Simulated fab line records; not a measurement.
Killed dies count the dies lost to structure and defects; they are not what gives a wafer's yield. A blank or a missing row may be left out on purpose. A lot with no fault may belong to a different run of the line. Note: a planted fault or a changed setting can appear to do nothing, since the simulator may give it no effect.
What tool caused it? / flow gf180mcu / Sampling: 13 lots, 39 wafers, 5 of 602 route steps

WHAT EACH GAUGE READ, for each wafer
GF_LVPWELL_TW_MEAS_11. Usual: LVPWELL_TW typically reads 558, with standard deviation 6.3.
lot=L557; measured=day 4 06:51; on=film metro-01; LVPWELL_TW=564 567 566; flag=
lot=L558; measured=day 4 12:17; on=film metro-01; LVPWELL_TW=560 563 562; flag=
lot=L559; measured=day 4 12:49; on=film metro-02; LVPWELL_TW=552 554 556; flag=
lot=L560; measured=day 5 01:41; on=film metro-04; LVPWELL_TW=551 551 552; flag=
lot=L562; measured=day 5 11:04; on=film metro-04; LVPWELL_TW=553 552 551; flag=
lot=L564; measured=day 5 22:05; on=film metro-01; LVPWELL_TW=568 569 569; flag=
lot=L565; measured=day 5 22:26; on=film metro-01; LVPWELL_TW=566 567 566; flag=
lot=L566; measured=day 6 09:12; on=film metro-02; LVPWELL_TW=554 551 552; flag=
lot=L568; measured=day 6 20:26; on=film metro-02; LVPWELL_TW=552 552 553; flag=
lot=L573; measured=day 8 00:39; on=film metro-01; LVPWELL_TW=567 568 570; flag=
lot=L575; measured=day 8 05:11; on=film metro-01; LVPWELL_TW=568 567 565; flag=
lot=L577; measured=day 8 11:24; on=film metro-04; LVPWELL_TW=549 553 551; flag=
lot=L580; measured=day 9 03:42; on=film metro-02; LVPWELL_TW=554 557 557; flag=

GF_VT_IMPLANT_TW_MEAS_21. Usual: VT_IMPLANT_2_TW typically reads 1215, with standard deviation 12.
lot=L557; measured=day 6 12:31; on=film metro-02; VT_IMPLANT_2_TW=1200 1201 1203; flag=
lot=L558; measured=day 6 17:21; on=film metro-01; VT_IMPLANT_2_TW=1231 1228 1228; flag=
lot=L559; measured=day 6 17:41; on=film metro-02; VT_IMPLANT_2_TW=1200 1200 1200; flag=
lot=L560; measured=day 7 08:51; on=film metro-02; VT_IMPLANT_2_TW=1200 1205 1200; flag=
lot=L562; measured=day 7 22:10; on=film metro-02; VT_IMPLANT_2_TW=1212 1214 1210; flag=
lot=L564; measured=day 8 11:07; on=film metro-03; VT_IMPLANT_2_TW=1217 1212 1213; flag=
lot=L565; measured=day 8 12:22; on=film metro-01; VT_IMPLANT_2_TW=1223 1223 1218; flag=
lot=L566; measured=day 8 23:45; on=film metro-01; VT_IMPLANT_2_TW=1224 1229 1228; flag=
lot=L568; measured=day 9 13:28; on=film metro-02; VT_IMPLANT_2_TW=1208 1203 1206; flag=
lot=L573; measured=day 10 20:03; on=film metro-03; VT_IMPLANT_2_TW=1212 30 30; flag=OFF
lot=L575; measured=day 11 02:57; on=film metro-02; VT_IMPLANT_2_TW=1203 30 30; flag=OFF
lot=L577; measured=day 11 11:24; on=film metro-01; VT_IMPLANT_2_TW=1237 1228 1232; flag=
lot=L580; measured=day 12 03:50; on=film metro-03; VT_IMPLANT_2_TW=1214 1220 1210; flag=

GF_VT_IMPLANT_TW_MEAS_32. Usual: VT_IMPLANT_3_TW typically reads 269.7, with standard deviation 2.5.
lot=L557; measured=day 7 02:51; on=film metro-02; VT_IMPLANT_3_TW=266.4 266.3 266.4; flag=
lot=L558; measured=day 7 08:12; on=film metro-03; VT_IMPLANT_3_TW=269.6 270.0 271.0; flag=
lot=L559; measured=day 7 09:10; on=film metro-02; VT_IMPLANT_3_TW=265.2 266.4 265.4; flag=
lot=L560; measured=day 8 00:50; on=film metro-01; VT_IMPLANT_3_TW=272.8 271.2 271.7; flag=
lot=L562; measured=day 8 13:16; on=film metro-01; VT_IMPLANT_3_TW=272.4 274.0 272.4; flag=
lot=L564; measured=day 9 03:22; on=film metro-01; VT_IMPLANT_3_TW=270.0 270.1 270.4; flag=
lot=L565; measured=day 9 05:34; on=film metro-01; VT_IMPLANT_3_TW=269.6 270.6 268.6; flag=
lot=L566; measured=day 9 16:12; on=film metro-02; VT_IMPLANT_3_TW=267.4 266.3 266.7; flag=
lot=L568; measured=day 10 07:04; on=film metro-03; VT_IMPLANT_3_TW=269.8 270.2 269.5; flag=
lot=L573; measured=day 11 15:13; on=film metro-01; VT_IMPLANT_3_TW=273.0 271.9 272.1; flag=
lot=L575; measured=day 11 21:32; on=film metro-02; VT_IMPLANT_3_TW=266.2 266.3 266.5; flag=
lot=L577; measured=day 12 06:43; on=film metro-01; VT_IMPLANT_3_TW=273.6 272.3 272.3; flag=
lot=L580; measured=day 12 23:04; on=film metro-02; VT_IMPLANT_3_TW=266.8 265.1 268.1; flag=

EACH LOT AND THE TOOL THAT RAN IT (in order: tool; ch and the chambers of the sampled wafers; start)
lot=L557; GF_VT_IMPLANT_DEVELOP_17=litho track-03 ch 0, day 6 12:05; GF_VT_IMPLANT_STRIP_20=plasma asher-02 ch 0,1, day 6 12:25
lot=L558; GF_VT_IMPLANT_DEVELOP_17=litho track-02 ch 0, day 6 16:55; GF_VT_IMPLANT_STRIP_20=plasma asher-04 ch 0,1, day 6 17:15
lot=L559; GF_VT_IMPLANT_DEVELOP_17=litho track-03 ch 0, day 6 17:17; GF_VT_IMPLANT_STRIP_20=plasma asher-04 ch 0,1, day 6 17:36
lot=L560; GF_VT_IMPLANT_DEVELOP_17=litho track-02 ch 0, day 7 08:25; GF_VT_IMPLANT_STRIP_20=plasma asher-02 ch 1, day 7 08:45
lot=L562; GF_VT_IMPLANT_DEVELOP_17=litho track-01 ch 0, day 7 21:46; GF_VT_IMPLANT_STRIP_20=plasma asher-04 ch 0,1, day 7 22:05
lot=L564; GF_VT_IMPLANT_DEVELOP_17=litho track-02 ch 0, day 8 10:41; GF_VT_IMPLANT_STRIP_20=plasma asher-03 ch 0,1, day 8 11:00
lot=L565; GF_VT_IMPLANT_DEVELOP_17=litho track-02 ch 0, day 8 11:56; GF_VT_IMPLANT_STRIP_20=plasma asher-02 ch 0,1, day 8 12:15
lot=L566; GF_VT_IMPLANT_DEVELOP_17=litho track-02 ch 0, day 8 23:19; GF_VT_IMPLANT_STRIP_20=plasma asher-03 ch 0,1, day 8 23:39
lot=L568; GF_VT_IMPLANT_DEVELOP_17=litho track-03 ch 0, day 9 13:01; GF_VT_IMPLANT_STRIP_20=plasma asher-03 ch 1, day 9 13:22
lot=L573; GF_VT_IMPLANT_DEVELOP_17=litho track-02 ch 0, day 10 19:37; GF_VT_IMPLANT_STRIP_20=plasma asher-03 ch 0,1, day 10 19:57
lot=L575; GF_VT_IMPLANT_DEVELOP_17=litho track-02 ch 0, day 11 02:31; GF_VT_IMPLANT_STRIP_20=plasma asher-03 ch 0,1, day 11 02:51
lot=L577; GF_VT_IMPLANT_DEVELOP_17=litho track-01 ch 0, day 11 10:58; GF_VT_IMPLANT_STRIP_20=plasma asher-03 ch 0,1, day 11 11:18
lot=L580; GF_VT_IMPLANT_DEVELOP_17=litho track-03 ch 0, day 12 03:25; GF_VT_IMPLANT_STRIP_20=plasma asher-04 ch 0,1, day 12 03:44
- GF_VT_IMPLANT_DEVELOP_17: develop time 60 s.
- GF_VT_IMPLANT_STRIP_20: strips in O2/N2.

WHAT THE TOOLS THEMSELVES READ (means of the sampled wafers that have a number; where no wafer has one, the mark that the record gives instead)
GF_VT_IMPLANT_DEVELOP_17. Usual: developer temp C 23.02 C, standard deviation 0.1.
lot=L557; tool=litho track-03; developer temp C (C)=23.10; flag=
lot=L558; tool=litho track-02; developer temp C (C)=23.04; flag=
lot=L559; tool=litho track-03; developer temp C (C)=23.16; flag=
lot=L560; tool=litho track-02; developer temp C (C)=23.03; flag=
lot=L562; tool=litho track-01; developer temp C (C)=23.00; flag=
lot=L564; tool=litho track-02; developer temp C (C)=23.09; flag=
lot=L565; tool=litho track-02; developer temp C (C)=22.94; flag=
lot=L566; tool=litho track-02; developer temp C (C)=22.82; flag=
lot=L568; tool=litho track-03; developer temp C (C)=23.00; flag=
lot=L573; tool=litho track-02; developer temp C (C)=23.09; flag=
lot=L575; tool=litho track-02; developer temp C (C)=23.01; flag=
lot=L577; tool=litho track-01; developer temp C (C)=23.07; flag=
lot=L580; tool=litho track-03; developer temp C (C)=23.02; flag=

GF_VT_IMPLANT_STRIP_20. Usual: drypump motor current A 5.8 A, standard deviation 0.52; heater power w 352 W, standard deviation 18; n2 flow sccm 300.2 sccm, standard deviation 0.91; oes product au 0.716 a.u., standard deviation 0.0047; strip time to endpoint s 12.63 s, standard deviation 0.03.
lot=L557; tool=plasma asher-02; drypump motor current A (A)=5.3; heater power w (W)=363; n2 flow sccm (sccm)=300.1; oes product au (a.u.)=0.712; strip time to endpoint s (s)=12.63; flag=
lot=L558; tool=plasma asher-04; drypump motor current A (A)=5.6; heater power w (W)=345; n2 flow sccm (sccm)=300.4; oes product au (a.u.)=0.716; strip time to endpoint s (s)=12.64; flag=
lot=L559; tool=plasma asher-04; drypump motor current A (A)=5.7; heater power w (W)=345; n2 flow sccm (sccm)=299.4; oes product au (a.u.)=0.717; strip time to endpoint s (s)=12.66; flag=
lot=L560; tool=plasma asher-02; drypump motor current A (A)=4.9; heater power w (W)=372; n2 flow sccm (sccm)=301.2; oes product au (a.u.)=0.715; strip time to endpoint s (s)=12.65; flag=
lot=L562; tool=plasma asher-04; drypump motor current A (A)=5.6; heater power w (W)=340; n2 flow sccm (sccm)=300.6; oes product au (a.u.)=0.710; strip time to endpoint s (s)=12.63; flag=
lot=L564; tool=plasma asher-03; drypump motor current A (A)=6.2; heater power w (W)=361; n2 flow sccm (sccm)=299.6; oes product au (a.u.)=0.719; strip time to endpoint s (s)=12.64; flag=
lot=L565; tool=plasma asher-02; drypump motor current A (A)=5.3; heater power w (W)=355; n2 flow sccm (sccm)=300.1; oes product au (a.u.)=0.715; strip time to endpoint s (s)=12.58; flag=
lot=L566; tool=plasma asher-03; drypump motor current A (A)=6.2; heater power w (W)=358; n2 flow sccm (sccm)=300.4; oes product au (a.u.)=0.714; strip time to endpoint s (s)=12.66; flag=
lot=L568; tool=plasma asher-03; drypump motor current A (A)=5.8; heater power w (W)=353; n2 flow sccm (sccm)=300.4; oes product au (a.u.)=0.720; strip time to endpoint s (s)=12.66; flag=
lot=L573; tool=plasma asher-03; drypump motor current A (A)=6.0; heater power w (W)=358; n2 flow sccm (sccm)=299.8; oes product au (a.u.)=0.716; strip time to endpoint s (s)=12.61; flag=
lot=L575; tool=plasma asher-03; drypump motor current A (A)=6.2; heater power w (W)=354; n2 flow sccm (sccm)=300.4; oes product au (a.u.)=0.719; strip time to endpoint s (s)=12.63; flag=
lot=L577; tool=plasma asher-03; drypump motor current A (A)=6.0; heater power w (W)=351; n2 flow sccm (sccm)=300.7; oes product au (a.u.)=0.716; strip time to endpoint s (s)=12.60; flag=
lot=L580; tool=plasma asher-04; drypump motor current A (A)=5.9; heater power w (W)=326; n2 flow sccm (sccm)=299.8; oes product au (a.u.)=0.714; strip time to endpoint s (s)=12.62; flag=

THE ANSWER, worked out from the rows above alone
Rule: lot off if the mean of its wafers having a number is beyond 3 standard deviations from the usual mean. A lot without any number at a reading at which 4 lots or more have one is off too. Any other lot the step has rows for is counted as sound. After the gauges, taken in route order, come the tools' own readings; for these a lot's mean is taken, as printed above. At the first step where some lot is off, the reading lying furthest off is the one used; lots without a number count as furthest.
Off: L573, L575, seen at GF_VT_IMPLANT_TW_MEAS_21 (VT_IMPLANT_2_TW).
If a tool, at a process step before that reading, ran all the lots that are off and no sound lot after the first of them, it fits. Those tools and the gauges at GF_VT_IMPLANT_TW_MEAS_21 are tried in the same way. One candidate fits, namely litho track-02 at GF_VT_IMPLANT_DEVELOP_17. A fault onset in the window from L566 (day 8 23:19, its last sound lot) to L573 (day 10 19:37, its first lot off) fits.

WHAT THE SIMULATOR HAD PUT IN
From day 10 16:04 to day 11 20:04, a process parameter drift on litho track-02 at GF_VT_IMPLANT_DEVELOP_17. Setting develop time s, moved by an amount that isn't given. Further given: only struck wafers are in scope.
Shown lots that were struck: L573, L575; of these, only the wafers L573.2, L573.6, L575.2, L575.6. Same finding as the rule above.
